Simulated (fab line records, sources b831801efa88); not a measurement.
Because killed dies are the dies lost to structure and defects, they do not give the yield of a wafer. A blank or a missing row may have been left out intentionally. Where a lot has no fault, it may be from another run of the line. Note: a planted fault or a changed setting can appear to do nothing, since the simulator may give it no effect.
A lot that was struck, set against a sound lot	flow sky130	44 steps out of a route of 708
Sound: the wafers L323.1, L323.4, L323.6. Struck: wafer L327.3 (L327.1, L327.2, from the same lot, were not struck and are left out); the cause is given at the end.
Each step with rows lists, per side, the tool, then ch with its chambers, then its first start. Under that, the readings that differ: sound wafers	struck wafers	difference of the means	sigmas: that difference in standard deviations of wafers without a fault.
alike: same words and numbers on both sides, and readings whose means sit less than 2 such deviations apart. not compared: any withheld reading, any reading some wafer has no value for, any bound like >300 that may hide the same value, and any number with overlapping values for which the record gives no deviation.
The two part at a step that has a row with sigmas, a row that says differs or no value, or rows on one side only. Numbers that have no deviation but don't overlap get no sigmas and don't part them. A reading missing from all wafers of one side parts the sides only when that side holds two or more wafers.

first, 2 steps without rows for these wafers: SKY_VIA3_CLEAN_18 (cleans in IPA, time 180 s); SKY_VIA3_CLEAN_19 (cleans in O3/DIW).
SKY_VIA3_SPUTTER_20: material TiN, target thk 20 nm, time 80 s.
  sound on pvd_sputter-02 at day 43 09:52; struck on pvd_sputter-02 at day 44 05:58
  alike: throttle_valve_pct
then, 1 step without rows for these wafers: SKY_VIA3_CVD_21 (deposits W, target thk 390 nm, time 117.31 s).
SKY_VIA3_RS_MEAS_22: uses a four-point probe to measure.
  sound on film_metro-01 at day 43 10:03; struck on film_metro-02 at day 44 06:09
  alike: VIA3_W_RS
SKY_VIA3_THK_MEAS_23: measures by xrf.
  sound on film_metro-01 at day 43 10:10; struck on film_metro-02 at day 44 06:16
  alike: VIA3_W_THK
SKY_VIA3_CMP_24: polishes, stops on SiO2, t overpolish 20 s, target thk 0 nm.
  sound on cmp-02 ch 1,2,3, day 43 10:17; struck on cmp-02 ch 2, day 44 06:23
  alike: motor_current_A, overpolish_run_s, time_to_endpoint_s
then, 1 step without rows for these wafers: SKY_METAL4_SPUTTER_00 (material Ti, target thk 15 nm, time 10 s).
SKY_METAL4_SPUTTER_01: material TiN, target thk 20 nm, time 16.7 s.
  sound on pvd_sputter-03 at day 43 10:33; struck on pvd_sputter-04 at day 44 06:39
  alike: throttle_valve_pct
then, 2 steps without rows for these wafers: SKY_METAL4_SPUTTER_02 (material AlCu, target thk 735 nm, time 39.1 s); SKY_METAL4_SPUTTER_03 (material Ti, target thk 5 nm, time 3.3 s).
SKY_METAL4_SPUTTER_04: material TiN, target thk 70 nm, time 58.3 s.
  sound on pvd_sputter-03 at day 43 10:38; struck on pvd_sputter-04 at day 44 06:44
  alike: throttle_valve_pct
SKY_CAP2M_CVD_00: deposits SiO2, target thk 15.5 nm.
  sound on pecvd-02 ch 0,1, day 43 10:41; struck on pecvd-02 ch 2, day 44 06:47
reading	sound	struck	difference	sigmas
model.SiO2_of_CAP2M_CVD_00.thk_nm (nm)	15.21 15.46 15.38	22.51	+7.16	
  alike: heater_power_w, rf_fwd_power_W
SKY_CAP2M_THK_MEAS_01:
  sound on film_metro-01 at day 43 10:43; struck on film_metro-02 at day 44 06:48
reading	sound	struck	difference	sigmas
CAP2M_CVD_00_THK (nm)	15.19 15.50 15.42	22.49	+7.12	+31
then, 1 step without rows for these wafers: SKY_CAP2M_SPUTTER_02 (material TiN, target thk 200 nm, time 166.7 s).
SKY_CAP2M_RS_MEAS_03: uses a four-point probe to measure.
  sound on film_metro-03 at day 43 10:53; struck on film_metro-03 at day 44 06:58
  alike: CAP2M_TIN_RS
SKY_CAP2M_THK_MEAS_04: measures by xrf.
  sound on film_metro-03 at day 43 11:00; struck on film_metro-03 at day 44 07:05
  alike: CAP2M_TIN_THK
then, 7 steps without rows for these wafers: SKY_CAP2M_DEHYDRATE_05 (time 60 s); SKY_CAP2M_HMDS_06 (prime time 60 s); SKY_CAP2M_COAT_07 (resist thk 1140 nm); SKY_CAP2M_SOFTBAKE_08 (time 60 s); SKY_CAP2M_EXPOSE_09 (exposes mask CAP2M, target cd 1000 nm); SKY_CAP2M_PEB_10; SKY_CAP2M_DEVELOP_11 (develop time 60 s).
SKY_CAP2M_OVL_MEAS_12:
  sound on overlay-01 at day 44 09:23; struck on overlay-02 at day 45 04:48
  alike: CAP2M_OVL
then, 1 step without rows for these wafers: SKY_CAP2M_METAL_ETCH_13 (etches TiN in Cl2/BCl3, stops on SiO2, target depth 220 nm, time 62.9 s).
SKY_CAP2M_STRIP_14: strips in O2/N2.
  sound on plasma_asher-02 ch 0,1, day 44 09:30; struck on plasma_asher-02 ch 1, day 45 04:55
  alike: drypump_motor_current_A, oes_product_au, strip_time_to_endpoint_s
  not compared: rf_hours_counter_h
then, 11 steps without rows for these wafers: SKY_CAP2M_STRIP_15 (strips in post etch residue remover, time 1200 s); SKY_CAP2M_CLEAN_16 (cleans in IPA, time 180 s); SKY_CAP2M_CLEAN_17 (cleans in O3/DIW); SKY_METAL4_DEHYDRATE_05 (time 60 s); SKY_METAL4_HMDS_06 (prime time 60 s); SKY_METAL4_COAT_07 (resist thk 60 nm); SKY_METAL4_COAT_08 (resist thk 1140 nm); SKY_METAL4_SOFTBAKE_09 (time 90 s); SKY_METAL4_EXPOSE_10 (exposes mask MM4, target cd 300 nm); SKY_METAL4_PEB_11; SKY_METAL4_DEVELOP_12 (develop time 60 s).
SKY_METAL4_CD_MEAS_13: target cd 300 nm.
  sound on cd_sem-02 at day 45 08:03; struck on cd_sem-02 at day 46 03:12
reading	sound	struck	difference	sigmas
cd_nm (nm)	302.3 300.9 300.1	297.6	-3.5	-3
SKY_METAL4_OVL_MEAS_14:
  sound on overlay-02 at day 45 08:10; struck on overlay-02 at day 46 03:19
  alike: METAL4_OVL
then, 2 steps without rows for these wafers: SKY_METAL4_DESCUM_15 (chemistry O2, time 8 s); SKY_METAL4_ETCH_16 (etches BARC in N2/H2, stops on SiO2, time 88.2 s, target depth 60 nm).
SKY_METAL4_ETCH_17: etches SiO2 in C4F8/O2/Ar, stops on TiN, time 3.9 s, target depth 15 nm.
  sound on rie_diel-02 ch 0,3, day 45 08:20; struck on rie_diel-02 ch 1, day 46 03:29
reading	sound	struck	difference	sigmas
oes_product_au (a.u.)	0.746 0.743 0.748	0.933	+0.187	+25
model.etch.depth_nm (nm)	15.21 15.46 15.38	22.51	+7.16	
  alike: rf_fwd_power_W
  not compared: rf_hours_counter_h
-- the record jumps here: 3 days lie between the struck wafers' starts before and after (it left off in module METAL4 and takes up again in module PAD_OPEN, whose first step shown is number 708 of the route) --
SKY_PAD_OPEN_PROBE_99:
  sound on prober-01 at day 49 00:40; struck on prober-01 at day 49 15:25
reading	sound	struck	difference	sigmas
model.etest.tester.sort_n_pass	408 415 395	0	-406	
model.etest.tester.sort_yield_pct (%)	82.93 84.35 80.28	0	-83	
model.etest.tester.sort_bin_5_pct (%)	9.553 8.74 10.37	93.7	+84.1	
model.etest.cap_mim2.bv_v (V)	13.84 13.6 13.46	21.54	+7.91	
model.etest.cap_mim2.leak_log10_a_cm2	-8.931 -8.893 -9.015	-10.17	-1.22	
model.etest.cap_mim2.c_ff_um2	2.395 2.334 2.365	1.615	-0.750	
model.etest.tester.sort_bin_8_pct (%)	0 0 0	4.606e-07	+4.606e-07	
model.etest.tester.sort_bin_4_pct (%)	0 0 0	3.01e-12	+3.01e-12	
  alike: defect_limited_yield, killed_at_M0_to_M3, killed_at_M4_up, killed_at_contacts, killed_at_front_end, killed_at_other, killed_dies, killed_open, killed_short

== WHERE THEY PART ==
At SKY_CAP2M_THK_MEAS_01 first; at SKY_METAL4_ETCH_17 last (within this record only). Later steps at which nothing parts them and some readings are alike: SKY_PAD_OPEN_PROBE_99.

WHY: what the simulator had put in
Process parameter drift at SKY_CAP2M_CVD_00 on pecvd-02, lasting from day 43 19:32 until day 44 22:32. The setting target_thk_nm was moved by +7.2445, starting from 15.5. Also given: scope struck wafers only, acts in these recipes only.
